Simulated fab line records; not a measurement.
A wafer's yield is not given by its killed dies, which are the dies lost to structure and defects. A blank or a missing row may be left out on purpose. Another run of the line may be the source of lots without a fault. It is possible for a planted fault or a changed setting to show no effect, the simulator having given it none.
2 desks, one fault	flow gf180mcu	numbers are kept per desk, each desk with only its own; the story behind them comes last

FROM THE METROLOGY DESK
Lot by lot, what the gauges showed, no matter which tool ran the lot: averages of those sampled wafers that carry a number. The brackets show how far a lot's mean lies from the usual mean; more than 4 standard deviations puts the lot out of limits, marked OUT.
Columns: A = cd nm at GF_M2_CD_MEAS_14, usual 279.6 nm; B = V2_W_RS at GF_V2_RS_MEAS_24, usual 0.329 ohm/sq; C = V2_W_THK at GF_V2_THK_MEAS_25, usual 338 nm; D = M3_ALCU_RS at GF_M3_RS_MEAS_05, usual 0.0699 ohm/sq
lot	first seen here	A	B	C	D
L489	day 19 00:13	279.4	0.329	339	0.0693
L491	day 20 02:56	279.1	0.334	334	0.0697
L492	day 20 12:11	280.1	0.326	339	0.0700
L496	day 22 00:59	280.0	0.325	338	0.0696
L497	day 22 06:41	281.1	0.325	340	0.0699
L498	day 22 13:24	278.2	0.333	338	0.0692
L499	day 22 20:43	280.2	0.331	333	0.0704
L500	day 23 08:05	280.6	0.324	345	0.0698
L501	day 23 14:28	281.0	0.331	338	0.0699
L509	day 26 07:28	279.5	0.323	348	0.0690
L512	day 27 01:57	278.7	0.333	337	0.0692
This desk found nothing out of limits on any of the 11 lots.

FOR THE TOOL OWNER'S DESK: cvd w-02
The tool's own readings at GF_V2_CVD_23 (deposits W, target thk 350 nm, time 104.94 s): means of the sampled wafers that have a number, for each lot that ran on this tool. The brackets show how far a lot's mean lies from the usual mean; more than 4 standard deviations puts the lot out of limits, marked OUT.
Columns: A = heater power w at GF_V2_CVD_23, usual 865 W
lot	first seen here	A
L492	day 21 14:19	829
L496	day 23 01:59	835
L497	day 23 08:19	838
L500	day 24 09:20	834
L501	day 24 15:13	841
L509	day 27 06:30	837
This desk found nothing out of limits on any of the 6 lots.

PUT TOGETHER
Nothing out of limits was seen by the metrology desk.
The tool owner's desk saw nothing out of limits.

WHAT THE SIMULATOR HAD INSERTED
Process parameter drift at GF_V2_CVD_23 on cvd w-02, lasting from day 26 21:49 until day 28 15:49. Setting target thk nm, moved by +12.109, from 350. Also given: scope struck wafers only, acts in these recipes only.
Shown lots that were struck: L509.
